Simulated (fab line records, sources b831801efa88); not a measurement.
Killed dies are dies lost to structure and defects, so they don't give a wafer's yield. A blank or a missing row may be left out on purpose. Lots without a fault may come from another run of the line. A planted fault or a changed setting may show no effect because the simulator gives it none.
fab line records | flow sky130
record lots=11 wafers=33 last_day=50
route steps=708 shown METAL1@434 VIA1@460 PAD_OPEN@708
lots that met no fault: from a run of the same line without faults
start_h: hours from the record's first day to the start of the lot's first wafer shown | wait_h: hours since the lot's step before | " the same as in the row above | L1.1+2: a row that stands for several wafers | - no value, or no start given | * or withheld: withheld | < > ~ a bound
route shown NAME@n: a module of which the file shows steps, and the number in the route of the first | usual: mean/standard deviation of fault-free wafers | same: alike in all rows | chamber/n: place in a boat | sites: the reading at each site | _std_site: their standard deviation | _edge_site: outer sites' mean less inner sites' | radius_mm: how far each site lies from the wafer's centre | mask NAME#n: copy n | behind: the tool/chamber that last shaped the wafer | hold: why the lot was held/for how many hours/how that ended | device: the transistor (n, p or np) that didn't switch | end of line: the same wafers' tests at the end of the route | a step without rows: its recipe alone | killed: dies lost to structure and defects at the first sort, not the wafer's yield | map: a wafer's dies, x killed, . not, _ none there
set.NAME: the setting as run; set.NAME@STEP: as run at that earlier step | model.NAME: the simulator's own value behind a step, which no gauge read
steps of the route over a sample of lots; a table a step, a row a wafer
services: from which hour (start_h, from the record's first day; less than 0 if before it) a tool's chamber was out of use, for how many hours, and why
## steps
# step SKY_METAL1_SPUTTER_00
# recipe material=Ti target_thk_nm=15 power_w=3000 time_s=10 chamber_pressure_pa=0.4
# usual cathode_dc_power_W=3000.0/0.5 throttle_valve_pct=29.8/1.2
# columns lot.wafer tool chamber start_h wait_h cathode_dc_power_W throttle_valve_pct
L104.1 pvd_sputter-02 - 746.65 0.2 3000.5 29.7
L104.4 " - " " 2999.5 30.9
L104.5 " - " " 3000.4 27.9
L109.1 pvd_sputter-02 - 788.16 0.2 3000.1 29.8
L109.2 " - " " 3000.5 27.6
L109.6 " - " " 3000.6 31.1
L112.1 pvd_sputter-03 - 806.50 0.1 2999.8 28.8
L112.2 " - " " 2999.8 30.1
L112.5 " - " " 2998.9 30.3
L116.1 pvd_sputter-01 - 841.80 0.1 3000.9 32.4
L116.2 " - " " 3000.4 29.8
L116.3 " - " " 3000.1 30.1
L117.1 pvd_sputter-03 - 851.85 0.2 3000.7 30.1
L117.3 " - " " 3000.3 30.3
L117.6 " - " " 3000.7 28.9
L118.3 pvd_sputter-03 - 860.43 0.2 3001.1 30.1
L118.4 " - " " 3000.3 30.4
L118.5 " - " " 3000.6 28.7
L119.2 pvd_sputter-01 - 871.43 0.1 3000.1 32.5
L119.3 " - " " 2999.8 28.3
L119.5 " - " " 3000.2 30.1
L120.2 pvd_sputter-03 - 871.51 0.2 3000.5 30.5
L120.4 " - " " 3000.5 30.4
L120.6 " - " " 3000.6 29.9
L123.1 pvd_sputter-01 - 903.06 0.1 2999.6 32.3
L123.4 " - " " 2999.5 30.0
L123.5 " - " " 2999.7 28.6
L126.1 pvd_sputter-01 - 913.16 0.1 2999.3 32.4
L126.4 " - " " 3000.4 30.0
L126.5 " - " " 3000.0 28.4
L124.2 pvd_sputter-02 - 914.16 0.1 3000.0 29.4
L124.4 " - " " 3000.4 30.9
L124.5 " - " " 3000.7 27.6
# step SKY_METAL1_ETCH_18
# recipe chemistry=N2/H2 target=BARC ion_energy_ev=200 bias_w=100 pressure_mtorr=30 n2_flow_sccm=100 h2_flow_sccm=200 icp_w=500 stop_on=SiO2 time_s=45.9 target_depth_a=600
# usual drypump_motor_current_A=5.5/0.53 he_backside_leak_sccm=3.3/0.4 oes_product_au=0.855/0.005 throttle_valve_pct=13.226/0.01
# columns lot.wafer tool chamber start_h wait_h drypump_motor_current_A he_backside_leak_sccm oes_product_au rf_hours_counter_h throttle_valve_pct
L104.1 rie_metal-02 0 774.06 0.0 5.2 3.2 0.847 0 13.225
L104.4 " 1 " " 4.9 3.1 0.857 - 13.235
L104.5 " 0 " " 5.2 3.1 0.845 - 13.218
L109.1 rie_metal-04 0 815.22 0.0 6.2 3.3 0.850 2 13.205
L109.2 " 1 " " 4.9 3.2 0.855 12 13.228
L109.6 " 0 " " 6.2 3.1 0.850 - 13.226
L112.1 rie_metal-04 1 833.22 0.0 4.9 3.1 0.847 13 13.243
L112.2 " 0 " " 6.2 3.2 0.853 2 13.227
L112.5 " 1 " " 4.9 3.1 0.853 - 13.223
L116.1 rie_metal-04 0 867.49 0.0 6.2 3.5 0.727 4 13.222
L116.2 " 1 " " 4.9 3.2 0.856 15 13.226
L116.3 " 1 " " 4.9 3.0 0.858 - 13.257
L117.1 rie_metal-04 0 878.92 0.0 6.2 3.1 0.721 4 13.206
L117.3 " 1 " " 4.9 3.1 0.856 - 13.230
L117.6 " 0 " " 6.2 3.3 0.726 - 13.217
L118.3 rie_metal-02 0 887.51 0.0 5.1 3.2 0.852 - 13.231
L118.4 " 1 " " 4.9 3.2 0.860 - 13.215
L118.5 " 0 " " 5.1 3.2 0.868 - 13.212
L119.2 rie_metal-03 0 898.32 0.1 5.4 2.9 0.844 - 13.221
L119.3 " 0 " " 5.4 3.1 0.855 - 13.236
L119.5 " 0 " " 5.4 3.1 0.855 - 13.238
L120.2 rie_metal-02 1 898.37 0.0 4.9 3.1 0.846 6 13.231
L120.4 " 1 " " 4.9 3.2 0.855 - 13.236
L120.6 " 1 " " 4.9 3.0 0.854 - 13.225
L123.1 rie_metal-03 1 928.47 0.0 6.1 3.6 0.854 10 13.220
L123.4 " 0 " " 5.4 3.1 0.861 - 13.221
L123.5 " 0 " " 5.4 3.1 0.860 - 13.220
L126.1 rie_metal-03 1 938.92 0.0 6.1 3.5 0.857 10 13.236
L126.4 " 0 " " 5.4 3.1 0.856 - 13.209
L126.5 " 1 " " 6.1 3.5 0.852 - 13.221
L124.2 rie_metal-02 0 939.49 0.0 5.2 3.1 0.846 6 13.221
L124.4 " 1 " " 4.9 3.3 0.854 - 13.226
L124.5 " 0 " " 5.1 3.2 0.846 - 13.213
# step SKY_METAL1_STRIP_20
# recipe chemistry=O2/N2 power_w=1400 pressure_mtorr=1500 platen_temp_c=withheld o2_flow_sccm=3000 n2_flow_sccm=300 overash_fraction=0.5
# usual drypump_motor_current_A=5.9/0.54 oes_product_au=0.343/0.0052 strip_time_to_endpoint_s=2.68/0.042
# columns lot.wafer tool chamber start_h wait_h drypump_motor_current_A oes_product_au rf_hours_counter_h strip_time_to_endpoint_s
L104.1 plasma_asher-02 1 774.22 0.1 6.1 0.334 96 2.71
L104.4 " 0 " " 4.9 0.348 - 2.64
L104.5 " 1 " " 6.1 0.349 - 2.69
L109.1 plasma_asher-04 0 815.38 0.1 6.6 0.343 70 2.69
L109.2 " 1 " " 5.5 0.340 70 2.71
L109.6 " 1 " " 5.5 0.336 - 2.69
L112.1 plasma_asher-01 1 833.38 0.1 5.7 0.340 40 2.70
L112.2 " 0 " " 6.1 0.343 40 2.71
L112.5 " 0 " " 6.1 0.348 - 2.71
L116.1 plasma_asher-01 1 867.64 0.1 5.7 0.349 44 2.89
L116.2 " 0 " " 6.1 0.343 44 2.67
L116.3 " 1 " " 5.7 0.342 - 2.67
L117.1 plasma_asher-01 0 879.08 0.1 6.1 0.348 45 2.91
L117.3 " 1 " " 5.7 0.351 - 2.71
L117.6 " 0 " " 6.1 0.354 - 2.93
L118.3 plasma_asher-02 1 887.72 0.1 6.2 0.346 - 2.71
L118.4 " 0 " " 4.9 0.341 - 2.71
L118.5 " 0 " " 4.9 0.342 - 2.70
L120.2 plasma_asher-01 0 898.52 0.1 6.1 0.339 46 2.71
L120.4 " 1 " " 5.7 0.347 - 2.68
L120.6 " 0 " " 6.1 0.347 - 2.71
L119.2 plasma_asher-02 0 898.70 0.2 4.9 0.341 108 2.62
L119.3 " 0 " " 4.9 0.340 - 2.63
L119.5 " 1 " " 6.1 0.345 - 2.61
L123.1 plasma_asher-04 1 928.62 0.1 5.5 0.345 80 2.70
L123.4 " 0 " " 6.6 0.343 - 2.61
L123.5 " 1 " " 5.5 0.336 - 2.57
L126.1 plasma_asher-04 1 939.07 0.1 5.5 0.352 81 2.70
L126.4 " 0 " " 6.6 0.331 - 2.55
L126.5 " 1 " " 5.4 0.347 - 2.67
L124.2 plasma_asher-04 1 939.64 0.1 5.5 0.335 81 2.65
L124.4 " 0 " " 6.6 0.353 - 2.72
L124.5 " 1 " " 5.5 0.343 - 2.67
# step SKY_VIA1_CMP_02
# recipe material=SiO2 down_force_psi=4 platen_rpm=60 pad_velocity_m_s=0.94248
# usual edge_zone_pressure_frac=1.000/0.0053 motor_current_A=12.0/0.63
# columns lot.wafer tool chamber start_h wait_h edge_zone_pressure_frac motor_current_A
L104.1 cmp-01 2 775.08 0.1 1.000 12.3
L104.4 " 0 " " 0.998 12.6
L104.5 " 2 " " 1.009 12.1
L109.1 cmp-02 2 816.14 0.1 1.008 13.0
L109.2 " 0 " " 1.004 11.5
L109.6 " 2 " " 1.012 12.7
L112.1 cmp-01 0 834.28 0.1 1.003 12.6
L112.2 " 1 " " 1.013 11.2
L112.5 " 2 " " 1.005 13.7
L116.3 cmp-02 0 868.46 0.1 0.994 12.0
L116.1 " 1 " " 0.999 12.5
L116.2 " 2 " " 1.005 13.0
L117.1 cmp-01 3 879.98 0.1 1.000 12.2
L117.3 " 0 " " 1.002 12.3
L117.6 " 2 " " 0.996 12.2
L118.4 cmp-02 0 888.48 0.0 1.002 11.3
L118.3 " 3 " " 1.000 11.3
L118.5 " 1 " " 0.994 12.1
L120.4 cmp-01 2 899.28 0.0 0.998 12.5
L120.2 " 3 " " 1.006 12.0
L120.6 " 2 " " 1.005 12.7
L119.2 cmp-01 2 899.58 0.2 1.008 11.8
L119.3 " 1 " " 0.992 10.7
L119.5 " 2 " " 1.005 13.0
L123.4 cmp-02 0 929.43 0.1 1.006 12.0
L123.1 " 1 " " 1.001 11.4
L123.5 " 3 " " 1.002 11.5
L126.1 cmp-01 3 939.99 0.1 1.002 11.9
L126.4 " 1 " " 1.004 11.4
L126.5 " 0 " " 0.994 12.4
L124.4 cmp-01 1 940.54 0.1 1.005 11.3
L124.2 " 3 " " 0.997 12.3
L124.5 " 1 " " 1.004 11.0
# step SKY_VIA1_ETCH_15
# recipe target=SiO2 chemistry=C4F8/O2/Ar target_depth_nm=351 stop_on=TiN mask_material=KrF-thick source_w=1500 bias_w=1200 pressure_mtorr=40 c4f8_flow_sccm=withheld O2_flow_sccm=6 Ar_flow_sccm=300 time_s=54
# usual oes_product_au=0.983/0.0058
# columns lot.wafer tool chamber start_h wait_h oes_product_au rf_hours_counter_h
L104.1 rie_diel-03 1 801.70 0.0 0.971 11
L104.4 " 3 " " 0.981 8
L104.5 " 2 " " 0.981 -
L109.1 rie_diel-01 2 842.60 0.0 0.990 9
L109.2 " 0 " " 0.979 0
L109.6 " 2 " " 0.981 -
L112.1 rie_diel-03 0 860.78 0.0 0.983 18
L112.2 " 3 " " 0.978 10
L112.5 " 1 " " 0.979 -
L116.1 rie_diel-03 0 895.15 0.0 0.980 20
L116.2 " 1 " " 0.976 14
L116.3 " 3 " " 0.990 11
L117.1 rie_diel-01 1 905.36 0.0 0.983 4
L117.3 " 3 " " 0.982 21
L117.6 " 2 " " 0.993 -
L118.3 rie_diel-01 1 914.15 0.0 0.978 4
L118.4 " 0 " " 0.987 2
L118.5 " 2 " " 0.986 -
L120.2 rie_diel-02 0 924.81 0.0 0.979 16
L120.4 " 3 " " 0.991 6
L120.6 " 3 " " 0.985 -
L119.2 rie_diel-01 0 925.10 0.0 0.974 2
L119.3 " 1 " " 0.976 4
L119.5 " 0 " " 0.988 -
L123.1 rie_diel-01 1 954.44 0.0 0.978 5
L123.4 " 1 " " 0.989 -
L123.5 " 2 " " 0.982 -
L126.1 rie_diel-02 0 965.00 0.0 0.977 17
L126.4 " 2 " " 0.977 9
L126.5 " 0 " " 0.976 -
L124.2 rie_diel-01 2 965.12 0.0 0.980 12
L124.4 " 2 " " 0.982 -
L124.5 " 0 " " 0.987 -
# step SKY_PAD_OPEN_PROBE_99
# usual defect_limited_yield=82.4/1.9 killed_at_M0_to_M3=43/6.7 killed_at_M4_up=3.1/1.9 killed_at_contacts=25/5 killed_at_front_end=15/4 killed_at_other=0.4/0.69 killed_dies=87/9.2 killed_open=46/7.1 killed_short=40/6.8
# same gross_dies=492 killed_at_back_side=0
# columns lot.wafer tool chamber start_h wait_h defect_limited_yield[%] killed_at_M0_to_M3 killed_at_M4_up killed_at_contacts killed_at_front_end killed_at_other killed_dies killed_open killed_short
L104.1 prober-02 - 1089.01 0.1 82.3 43 4 22 18 0 87 48 38
L104.4 prober-02 - 1089.16 0.2 78.9 48 5 31 20 0 104 58 46
L104.5 prober-02 - 1089.21 0.2 84.3 38 3 22 14 0 77 42 35
L109.1 prober-01 - 1116.88 0.1 81.3 47 9 23 13 0 92 53 39
L109.2 prober-01 - 1116.93 0.1 80.5 48 5 25 18 0 96 53 43
L109.6 prober-01 - 1117.13 0.2 83.5 43 3 24 11 0 81 48 33
L112.1 prober-02 - 1129.51 0.1 82.5 35 3 35 12 1 86 49 37
L112.2 prober-02 - 1129.56 0.1 83.7 38 2 24 16 0 80 41 39
L112.5 prober-02 - 1129.71 0.2 82.1 40 6 30 12 0 88 36 51
L116.1 prober-01 - 1155.94 0.1 82.5 43 1 26 16 0 86 44 42
L116.2 prober-01 - 1155.99 0.1 79.9 55 5 25 14 0 99 42 53
L116.3 prober-01 - 1156.04 0.2 82.5 38 2 31 15 0 86 46 38
L117.1 prober-02 - 1161.48 0.1 81.7 48 2 22 17 1 90 53 36
L117.3 prober-02 - 1161.58 0.2 83.9 36 1 27 13 2 79 38 40
L117.6 prober-02 - 1161.73 0.2 83.3 43 1 19 18 1 82 47 35
L118.3 prober-02 - 1168.77 0.2 81.7 50 4 16 19 1 90 44 44
L118.4 prober-02 - 1168.82 0.2 80.7 55 4 20 15 1 95 58 36
L118.5 prober-02 - 1168.87 0.2 84.1 42 2 26 8 0 78 43 33
L120.2 prober-01 - 1175.62 0.1 79.1 58 5 29 11 0 103 55 48
L120.4 prober-01 - 1175.72 0.2 80.1 49 5 26 17 1 98 39 59
L120.6 prober-01 - 1175.82 0.2 84.8 47 3 17 8 0 75 43 32
L119.2 prober-02 - 1177.12 0.1 83.7 38 2 29 11 0 80 47 32
L119.3 prober-02 - 1177.17 0.2 84.3 40 2 21 14 0 77 42 35
L119.5 prober-02 - 1177.27 0.2 79.7 51 4 26 18 1 100 50 48
L123.1 prober-01 - 1195.83 0.1 79.5 49 3 34 14 1 101 52 48
L123.4 prober-01 - 1195.98 0.2 83.5 43 2 21 15 0 81 41 37
L123.5 prober-01 - 1196.03 0.2 82.7 45 2 26 11 1 85 47 38
L124.2 prober-02 - 1203.16 0.1 80.9 43 1 27 23 0 94 48 46
L124.4 prober-02 - 1203.26 0.2 82.9 48 1 23 12 0 84 53 31
L124.5 prober-02 - 1203.31 0.2 83.1 41 5 22 15 0 83 49 33
L126.1 prober-01 - 1204.61 0.1 79.9 51 3 31 14 0 99 46 53
L126.4 prober-01 - 1204.76 0.2 85.6 38 1 22 10 0 71 37 34
L126.5 prober-01 - 1204.81 0.2 81.5 37 2 33 18 1 91 47 44
# killed by level:class
L104.1 VIA2:geometric_particle:open=9 CONTACT:geometric_particle:open=8 FIELD_ISO:geometric_particle:open=7 CONTACT:geometric_particle:short=7 VIA1:geometric_particle:open=7 METAL2:geometric_particle:short=6 METAL1:geometric_particle:short=5 POLY_GATE:geometric_particle:open=4
L104.4 VIA1:geometric_particle:open=11 CONTACT:geometric_particle:open=11 LI_CONTACT:geometric_particle:open=8 CONTACT:geometric_particle:short=7 VIA3:geometric_particle:open=7 POLY_GATE:geometric_particle:open=6 VIA1:geometric_particle:short=6 VIA3:geometric_particle:short=6
L104.5 LI_CONTACT:geometric_particle:open=9 METAL1:geometric_particle:short=6 VIA1:geometric_particle:open=6 CONTACT:geometric_particle:open=5 VIA3:geometric_particle:open=5 POLY_GATE:geometric_particle:open=4 VIA2:geometric_particle:open=4 VIA2:geometric_particle:short=4
L109.1 CONTACT:geometric_particle:open=11 VIA1:geometric_particle:open=10 VIA3:geometric_particle:open=10 POLY_GATE:geometric_particle:short=7 LI_CONTACT:geometric_particle:open=6 VIA2:geometric_particle:open=5 VIA2:geometric_particle:short=5 METAL1:geometric_particle:short=4
L109.2 CONTACT:geometric_particle:open=9 METAL2:geometric_particle:short=9 VIA1:geometric_particle:open=9 LI_CONTACT:geometric_particle:open=8 POLY_GATE:geometric_particle:open=5 METAL1:geometric_particle:short=5 VIA2:geometric_particle:open=5 VIA3:geometric_particle:open=5
L109.6 VIA1:geometric_particle:open=11 LI_CONTACT:geometric_particle:open=9 VIA3:geometric_particle:open=8 CONTACT:geometric_particle:open=7 METAL2:geometric_particle:short=5 VIA3:geometric_particle:short=5 VIA2:geometric_particle:open=4 VIA1:geometric_particle:short=4
L112.1 CONTACT:geometric_particle:open=18 VIA1:geometric_particle:open=7 LOCAL_INTERCONNECT:geometric_particle:short=7 CONTACT:geometric_particle:short=7 FIELD_ISO:geometric_particle:open=5 VIA2:geometric_particle:open=5 METAL2:geometric_particle:short=4 VIA3:geometric_particle:open=4
L112.2 LI_CONTACT:geometric_particle:open=8 CONTACT:geometric_particle:open=7 VIA1:geometric_particle:short=6 VIA1:geometric_particle:open=6 CONTACT:geometric_particle:short=5 FIELD_ISO:geometric_particle:open=4 METAL1:geometric_particle:short=4 VIA2:geometric_particle:short=4
L112.5 CONTACT:geometric_particle:short=9 CONTACT:geometric_particle:open=8 VIA1:geometric_particle:open=7 LOCAL_INTERCONNECT:geometric_particle:short=7 FIELD_ISO:geometric_particle:short=5 VIA1:geometric_particle:short=5 METAL2:geometric_particle:short=5 VIA2:geometric_particle:open=4
L116.1 VIA1:geometric_particle:open=10 LI_CONTACT:geometric_particle:open=9 VIA1:geometric_particle:short=9 CONTACT:geometric_particle:open=8 CONTACT:geometric_particle:short=7 METAL1:geometric_particle:short=7 POLY_GATE:geometric_particle:short=5 FIELD_ISO:geometric_particle:short=3
L116.2 VIA1:geometric_particle:short=10 VIA1:geometric_particle:open=10 METAL1:geometric_particle:short=9 CONTACT:geometric_particle:open=8 VIA2:geometric_particle:open=7 METAL2:geometric_particle:short=6 CONTACT:geometric_particle:short=5 VIA2:geometric_particle:short=4
L116.3 CONTACT:geometric_particle:open=9 LI_CONTACT:geometric_particle:open=8 FIELD_ISO:geometric_particle:open=7 VIA1:geometric_particle:short=7 CONTACT:geometric_particle:short=6 VIA1:geometric_particle:open=6 VIA2:geometric_particle:short=6 POLY_GATE:geometric_particle:open=5
L117.1 VIA1:geometric_particle:open=10 METAL2:geometric_particle:short=9 VIA3:geometric_particle:open=9 FIELD_ISO:geometric_particle:open=7 LI_CONTACT:geometric_particle:open=7 CONTACT:geometric_particle:open=6 VIA1:geometric_particle:short=6 LOCAL_INTERCONNECT:geometric_particle:short=4
L117.3 LOCAL_INTERCONNECT:geometric_particle:short=9 VIA1:geometric_particle:open=9 LI_CONTACT:geometric_particle:open=6 CONTACT:geometric_particle:open=5 VIA1:geometric_particle:short=5 VIA2:geometric_particle:short=5 FIELD_ISO:geometric_particle:open=4 POLY_GATE:geometric_particle:short=4
L117.6 VIA1:geometric_particle:open=10 VIA2:geometric_particle:open=9 LI_CONTACT:geometric_particle:open=6 METAL1:geometric_particle:short=6 FIELD_ISO:geometric_particle:short=5 VIA3:geometric_particle:open=5 CONTACT:geometric_particle:open=5 LI_CONTACT:geometric_particle:short=4
L118.3 VIA1:geometric_particle:open=10 VIA3:geometric_particle:open=7 METAL1:geometric_particle:short=6 VIA2:geometric_particle:open=6 FIELD_ISO:geometric_particle:open=5 METAL2:geometric_particle:short=5 VIA1:geometric_particle:short=5 FIELD_ISO:geometric_particle:short=4
L118.4 VIA1:geometric_particle:open=18 VIA2:geometric_particle:open=6 METAL1:geometric_particle:short=6 VIA3:geometric_particle:open=6 POLY_GATE:geometric_particle:open=5 LOCAL_INTERCONNECT:geometric_particle:short=5 METAL2:geometric_particle:short=5 LI_CONTACT:geometric_particle:open=4
L118.5 VIA1:geometric_particle:open=12 CONTACT:geometric_particle:open=9 VIA2:geometric_particle:open=9 VIA1:geometric_particle:short=6 LOCAL_INTERCONNECT:geometric_particle:short=5 LI_CONTACT:geometric_particle:short=4 METAL1:geometric_particle:short=4 VIA2:geometric_particle:short=4
L120.2 CONTACT:geometric_particle:open=12 VIA1:geometric_particle:short=11 VIA1:geometric_particle:open=10 VIA3:geometric_particle:open=8 LI_CONTACT:geometric_particle:open=7 METAL2:geometric_particle:short=7 VIA2:geometric_particle:open=7 CONTACT:geometric_particle:short=6
L120.4 VIA1:geometric_particle:open=12 METAL2:geometric_particle:short=9 LI_CONTACT:geometric_particle:open=8 CONTACT:geometric_particle:open=8 FIELD_ISO:geometric_particle:short=6 POLY_GATE:geometric_particle:short=6 VIA1:geometric_particle:short=6 VIA2:geometric_particle:open=5
L120.6 VIA3:geometric_particle:open=8 VIA2:geometric_particle:open=8 VIA1:geometric_particle:open=7 METAL1:geometric_particle:short=6 CONTACT:geometric_particle:open=5 VIA1:geometric_particle:short=4 LI_CONTACT:geometric_particle:open=4 METAL2:geometric_particle:open=4
L119.2 CONTACT:geometric_particle:open=13 VIA1:geometric_particle:open=9 LI_CONTACT:geometric_particle:open=7 VIA3:geometric_particle:open=7 LI_CONTACT:geometric_particle:short=5 VIA2:geometric_particle:open=5 METAL2:geometric_particle:short=4 METAL3:geometric_particle:short=4
L119.3 VIA1:geometric_particle:open=10 VIA2:geometric_particle:open=7 LI_CONTACT:geometric_particle:open=6 FIELD_ISO:geometric_particle:open=5 LI_CONTACT:geometric_particle:short=5 CONTACT:geometric_particle:open=5 CONTACT:geometric_particle:short=5 METAL2:geometric_particle:short=5
L119.5 LI_CONTACT:geometric_particle:open=11 METAL2:geometric_particle:short=10 VIA1:geometric_particle:open=10 VIA3:geometric_particle:open=9 VIA3:geometric_particle:short=6 CONTACT:geometric_particle:open=6 FIELD_ISO:geometric_particle:short=5 LOCAL_INTERCONNECT:geometric_particle:short=5
L123.1 CONTACT:geometric_particle:open=12 METAL1:geometric_particle:short=11 VIA1:geometric_particle:open=11 LI_CONTACT:geometric_particle:open=10 METAL2:geometric_particle:short=9 FIELD_ISO:geometric_particle:short=5 CONTACT:geometric_particle:short=5 FIELD_ISO:geometric_particle:open=4
L123.4 VIA1:geometric_particle:open=11 CONTACT:geometric_particle:open=6 CONTACT:geometric_particle:short=6 VIA3:geometric_particle:open=6 VIA2:geometric_particle:short=5 VIA2:geometric_particle:open=5 FIELD_ISO:geometric_particle:open=4 POLY_GATE:geometric_particle:short=4
L123.5 CONTACT:geometric_particle:open=11 VIA1:geometric_particle:open=10 METAL1:geometric_particle:short=8 METAL2:geometric_particle:short=6 FIELD_ISO:geometric_particle:open=5 LOCAL_INTERCONNECT:geometric_particle:short=5 VIA1:geometric_particle:short=5 VIA3:geometric_particle:open=5
L124.2 VIA1:geometric_particle:open=11 LOCAL_INTERCONNECT:geometric_particle:short=7 CONTACT:geometric_particle:open=7 METAL2:geometric_particle:short=7 VIA2:geometric_particle:open=6 POLY_GATE:geometric_particle:open=5 LI_CONTACT:geometric_particle:open=5 CONTACT:geometric_particle:short=5
L124.4 VIA1:geometric_particle:open=17 LI_CONTACT:geometric_particle:open=8 CONTACT:geometric_particle:open=7 VIA2:geometric_particle:open=7 VIA3:geometric_particle:short=7 VIA3:geometric_particle:open=6 CONTACT:geometric_particle:short=4 VIA2:geometric_particle:short=4
L124.5 CONTACT:geometric_particle:open=9 VIA1:geometric_particle:open=8 VIA3:geometric_particle:open=7 VIA1:geometric_particle:short=6 FIELD_ISO:geometric_particle:open=5 LI_CONTACT:geometric_particle:open=5 METAL2:geometric_particle:short=5 SPACER:geometric_particle:open=4
L126.1 VIA1:geometric_particle:open=14 METAL1:geometric_particle:short=12 CONTACT:geometric_particle:open=10 LI_CONTACT:geometric_particle:open=7 LOCAL_INTERCONNECT:geometric_particle:short=6 CONTACT:geometric_particle:short=5 VIA3:geometric_particle:short=5 VIA1:geometric_particle:short=4
L126.4 METAL1:geometric_particle:short=9 VIA2:geometric_particle:open=5 LI_CONTACT:geometric_particle:short=5 CONTACT:geometric_particle:open=5 VIA1:geometric_particle:open=5 LI_CONTACT:geometric_particle:open=4 CONTACT:geometric_particle:short=4 VIA3:geometric_particle:open=4
L126.5 CONTACT:geometric_particle:open=9 CONTACT:geometric_particle:short=9 VIA1:geometric_particle:open=7 LI_CONTACT:geometric_particle:open=7 POLY_GATE:geometric_particle:open=5 VIA2:geometric_particle:open=5 VIA3:geometric_particle:short=5 FIELD_ISO:geometric_particle:open=4
## services
# columns tool chamber start_h hours kind
rie_metal-03 - 725.42 0.2 repair
rie_diel-03 0 727.04 2.8 repair
rie_diel-01 0 728.48 3.9 repair
cmp-01 - 730.58 0.5 repair
cmp-02 - 736.22 7.1 pm
rie_diel-01 0 738.54 7.4 repair
rie_diel-03 3 742.55 10.2 repair
cmp-01 - 744.00 4.0 pm
rie_metal-04 - 745.14 1.1 repair
rie_diel-01 2 772.10 7.7 repair
plasma_asher-04 - 778.82 2.6 repair
rie_diel-01 0 791.59 8.7 repair
cmp-02 - 814.45 0.3 repair
cmp-01 - 854.13 1.8 repair
plasma_asher-01 - 885.40 2.9 repair
cmp-02 - 894.78 14.8 repair
plasma_asher-04 - 905.75 9.4 repair
cmp-02 - 912.00 4.0 pm
cmp-01 - 920.50 2.2 repair
rie_diel-01 0 933.72 4.5 repair
cmp-02 - 946.64 2.4 repair
pvd_sputter-03 - 947.15 2.1 repair
cmp-01 - 961.57 3.9 pm
plasma_asher-01 - 963.62 2.8 pm
## key
first_sign step=SKY_METAL1_ETCH_18 reading=oes_product_au direction=down sigmas=26 usual=0.855 struck=0.725
effect step=SKY_METAL1_STRIP_20 reading=strip_time_to_endpoint_s direction=up sigmas=5.5 usual=* struck=*
met_at SKY_METAL1_ETCH_18
struck_lots L116,L117
struck_wafers L116.1,L117.1,L117.6
not_acting_at SKY_METAL1_SPUTTER_00,SKY_VIA1_CMP_02,SKY_VIA1_ETCH_15
onset_between 833.22 867.49
fault kind=process_parameter_drift tool=rie_metal-04 chamber=0 onset_h=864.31 steps=SKY_METAL1_ETCH_18 channel=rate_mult offset=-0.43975 shape=step end_h=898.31
